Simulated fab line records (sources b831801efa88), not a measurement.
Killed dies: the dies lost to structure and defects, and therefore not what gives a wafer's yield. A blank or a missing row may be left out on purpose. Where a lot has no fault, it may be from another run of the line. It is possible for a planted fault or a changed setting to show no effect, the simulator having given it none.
Which tool did it? / flow gf180mcu / 6 lots, 18 wafers sampled, at 1 step of a route of 602

WHAT THE GAUGES SHOWED, per wafer
GF_VT_IMPLANT_RS_MEAS_49: uses a four-point probe to measure.
lot=L599; measured=day 7 16:07; on=filmMetro-04; MVPSD_RS (ohm/sq)=1170 1170 1168
lot=L606; measured=day 9 17:01; on=filmMetro-03; MVPSD_RS (ohm/sq)=1161 1165 1163
lot=L609; measured=day 10 19:01; on=filmMetro-04; MVPSD_RS (ohm/sq)=1171 1173 1178
lot=L614; measured=day 11 21:05; on=filmMetro-01; MVPSD_RS (ohm/sq)=1170 1169 1167
lot=L617; measured=day 13 03:02; on=filmMetro-01; MVPSD_RS (ohm/sq)=1172 1169 1170
lot=L620; measured=day 13 20:23; on=filmMetro-01; MVPSD_RS (ohm/sq)=1168 1168 1167

TOOL THAT RAN EACH LOT (tool first, then ch and the chambers of the sampled wafers, then the start)
Record: no process step prior to these readings.

THE ANSWER, worked out from the rows above alone
Rule: the usual values come from the lots themselves. The widest of any qualifying gaps counts: lots, ordered by their means at a reading, are off when they make up no more than a third of the lots, leave a main group of 4 or more, and stand apart from it by 3 or more times the standard deviation of that group's means. A main group is skipped when, at the precision printed for the reading in the tables above, its means are all equal. Also off: a lot with no number at a reading for which 4 or more lots have one. The other lots that the step has rows for count as sound.
Nothing can be told from this: no lot is off at any reading shown.

WHAT WAS PUT IN BY THE SIMULATOR
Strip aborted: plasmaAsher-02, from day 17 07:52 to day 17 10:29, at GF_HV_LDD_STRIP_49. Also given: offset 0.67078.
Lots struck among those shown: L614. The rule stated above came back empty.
